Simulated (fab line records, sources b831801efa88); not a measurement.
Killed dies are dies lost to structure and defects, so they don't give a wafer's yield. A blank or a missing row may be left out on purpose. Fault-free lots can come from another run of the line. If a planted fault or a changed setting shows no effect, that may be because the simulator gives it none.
Problem report in the 8D (eight disciplines) form, filled by code	flow gf180mcu	the parts of the form that need people (team, actions taken, sign-off) are left out

1. PROBLEM STATEMENT
chamber_pressure_pa at GF_SALICIDE_SPUTTER_03 reads a mean of 0.3835 Pa on 6 wafers of 2 lots; wafers without a fault read 0.4000 Pa with a standard deviation of 0.00083. That puts it -20 standard deviations away from the usual mean.
The step: material TiN, target thk 20 nm, time 16.7 s.
First observed at day 19 10:37: wafer L902.2, on pvd_sputter-01. Wafers with a number at this step in the record: 42, from 14 lots. By rule, "out" or "out of limits" means more than 4 standard deviations away from the usual mean. The rest of the wafers with a number are treated as sound.

2. WHAT IT IS, AND WHAT IT ISN'T
question	is	is not
which readings at this step	chamber_pressure_pa	throttle_valve_pct
which lots	L902, L904	L892, L893, L896, L898, L903, L907, L909, L910, L912, L913, L914, L915
which wafers of those lots	all that have a number	-
read on which tools	pvd_sputter-01	pvd_sputter-03, pvd_sputter-04
when	from day 19 10:37	up to then (15 sound wafers); but 21 sound wafers of L907, L909, L910, L912, L913, L914, L915 came after

3. WHAT RULES OUT EACH SUSPECT
Counting: any tool at a process step up to the reading is kept as a suspect provided that every lot that is out went through it and no sound lot did after the first of them.
- pvd_sputter-01 at GF_SALICIDE_SPUTTER_03 (material TiN, target thk 20 nm, time 16.7 s): ruled out as a lasting fault. Sound lots L913, L915 ran on it after its first lot that is out, L902 (day 19 10:37).
Left after counting: nothing in the record.

4. THE CAUSE (what the simulator had put in)
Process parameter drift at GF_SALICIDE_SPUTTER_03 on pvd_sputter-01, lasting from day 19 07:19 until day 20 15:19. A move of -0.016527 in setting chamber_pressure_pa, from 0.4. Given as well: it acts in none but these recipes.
Counting ruled it out, wrongly.

5. SEQUENCE OF EFFECTS, ordered by route
Rows list readings where the struck wafers' mean (over those with a number) sits beyond 3 standard deviations from the usual. Only readings for which the record gives a usual standard deviation are gone through. hours: the time from each lot's start at the first step in this table that gives one to its start at this step, as a median over the lots. sigmas: the change in usual standard deviations.
hours	step	reading	usual	on struck wafers	change	sigmas
0	GF_SALICIDE_SPUTTER_03	chamber_pressure_pa	0.4000 Pa	0.3835	-0.0166	-20
Process steps it contains:
- GF_SALICIDE_SPUTTER_03: material TiN, target thk 20 nm, time 16.7 s.
Later steps that measure or inspect, where all struck wafers having a row at the step show a number for every such reading and not one has moved that far: GF_SALICIDE_THK_MEAS_05.

6. HOW IT WOULD HAVE BEEN CAUGHT EARLIER
First out-of-limits reading in this record: day 19 10:37, which is 3 hours after fault onset at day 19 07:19.
